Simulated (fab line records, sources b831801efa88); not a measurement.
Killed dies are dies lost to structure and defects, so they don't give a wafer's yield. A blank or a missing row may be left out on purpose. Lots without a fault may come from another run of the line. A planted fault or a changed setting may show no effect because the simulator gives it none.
Tool commonality check | flow gf180mcu | 13 lots, 39 wafers sampled

WHY IT WAS OPENED
At GF_HV_LDD_TW_MEAS_50 the reading HV_LDD_4_TW is flagged on 2 of 13 lots. Wafers without a fault read 564, standard deviation 5.9.
Rule: a lot is flagged when every wafer of it that has a number lies more than 4 standard deviations from that mean, or none has a number. The other lots count as sound.

lot  | measured     | on            | HV_LDD_4_TW, wafer by wafer | flag
L502 | day 12 10:53 | film_metro-04 | 566 565 564                 |
L503 | day 12 22:59 | film_metro-01 | 559 558 557                 |
L504 | day 13 01:47 | film_metro-01 | 559 557 558                 |
L506 | day 13 20:18 | film_metro-04 | 563 568 563                 |
L511 | day 15 06:08 | film_metro-04 | 559 558 558                 |
L512 | day 15 17:59 | film_metro-01 | 431 431 430                 | FLAGGED
L514 | day 16 06:35 | film_metro-01 | 428 430 428                 | FLAGGED
L519 | day 18 02:53 | film_metro-04 | 559 559 557                 |
L522 | day 19 03:48 | film_metro-03 | 573 573 574                 |
L521 | day 19 04:05 | film_metro-04 | 562 558 561                 |
L523 | day 19 11:38 | film_metro-04 | 562 560 561                 |
L524 | day 19 23:14 | film_metro-01 | 560 558 558                 |
L525 | day 20 03:29 | film_metro-01 | 564 561 561                 |
The numbers of the flagged lots are 430 on average: -134 against the usual, or -23 standard deviations.

WHICH TOOL RAN EACH LOT
The record holds 2 process steps before the reading, out of a route of 602 steps. In each cell: the tool, then ch and the chambers that the sampled wafers went through, then the start.
lot  | flag    | GF_HV_LDD_STRIP_22                   | GF_HV_LDD_IMPLANT_48
L502 |         | plasma_asher-03 ch 0,1, day 10 19:51 | implanter-02 ch 0, day 12 10:38
L503 |         | plasma_asher-01 ch 0,1, day 11 01:41 | implanter-01 ch 0, day 12 22:44
L504 |         | plasma_asher-02 ch 0,1, day 11 10:09 | implanter-03 ch 0, day 13 01:32
L506 |         | plasma_asher-01 ch 0,1, day 11 22:35 | implanter-01 ch 0, day 13 20:05
L511 |         | plasma_asher-01 ch 0, day 13 11:41   | implanter-03 ch 0, day 15 05:53
L512 | FLAGGED | plasma_asher-01 ch 0,1, day 13 22:44 | implanter-03 ch 0, day 15 17:44
L514 | FLAGGED | plasma_asher-03 ch 0,1, day 14 11:23 | implanter-03 ch 0, day 16 06:20
L519 |         | plasma_asher-02 ch 0,1, day 16 03:50 | implanter-01 ch 0, day 18 02:40
L522 |         | plasma_asher-03 ch 0,1, day 17 04:05 | implanter-02 ch 0, day 19 03:33
L521 |         | plasma_asher-01 ch 0,1, day 17 04:20 | implanter-01 ch 0, day 19 03:50
L523 |         | plasma_asher-01 ch 0, day 17 11:32   | implanter-02 ch 0, day 19 11:23
L524 |         | plasma_asher-02 ch 0,1, day 17 21:14 | implanter-02 ch 0, day 19 22:59
L525 |         | plasma_asher-03 ch 0,1, day 18 01:53 | implanter-02 ch 0, day 20 03:14
What these steps do:
- GF_HV_LDD_STRIP_22: strips in O2/N2.
- GF_HV_LDD_IMPLANT_48
- GF_HV_LDD_TW_MEAS_50

FLAGGED OVER TOTAL, TOOL BY TOOL (the gauges that took the reading come last)
step                 | tool            | lots run | flagged | share of the flagged lots | sound lots run after its first flagged lot
GF_HV_LDD_STRIP_22   | plasma_asher-01 | 6        | 1       | some                      | 2 (L521,L523)
GF_HV_LDD_STRIP_22   | plasma_asher-02 | 3        | 0       | none                      | -
GF_HV_LDD_STRIP_22   | plasma_asher-03 | 4        | 1       | some                      | 2 (L522,L525)
GF_HV_LDD_IMPLANT_48 | implanter-01    | 4        | 0       | none                      | -
GF_HV_LDD_IMPLANT_48 | implanter-02    | 5        | 0       | none                      | -
GF_HV_LDD_IMPLANT_48 | implanter-03    | 4        | 2       | all                       | 0
GF_HV_LDD_TW_MEAS_50 | film_metro-01   | 6        | 2       | all                       | 2 (L524,L525)
GF_HV_LDD_TW_MEAS_50 | film_metro-03   | 1        | 0       | none                      | -
GF_HV_LDD_TW_MEAS_50 | film_metro-04   | 6        | 0       | none                      | -

WHAT THE TABLE ALLOWS
2 rows of the table ran every flagged lot: implanter-03 at GF_HV_LDD_IMPLANT_48, film_metro-01 at GF_HV_LDD_TW_MEAS_50.
- implanter-03 at GF_HV_LDD_IMPLANT_48: 2 of its 4 lots flagged. Its last sound lot is L511 (day 15 05:53), its first flagged lot L512 (day 15 17:44): a fault that began between those two fits. Its own readings lie more than 4 standard deviations out on every wafer of the flagged lots: dose_ions_cm2, faraday_current_uA.
- film_metro-01 at GF_HV_LDD_TW_MEAS_50: 2 of its 6 lots flagged. Sound lots ran on it after the first flagged one (L524, L525), which a lasting fault on the whole tool wouldn't allow.
One tool is left: implanter-03 at GF_HV_LDD_IMPLANT_48.

WHAT THE SIMULATOR HAD PUT IN
Process parameter drift: implanter-03, from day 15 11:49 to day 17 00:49, at GF_HV_LDD_IMPLANT_48. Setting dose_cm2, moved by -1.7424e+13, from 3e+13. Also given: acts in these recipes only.
Lots struck among those shown: L512, L514. The rule above found the same.
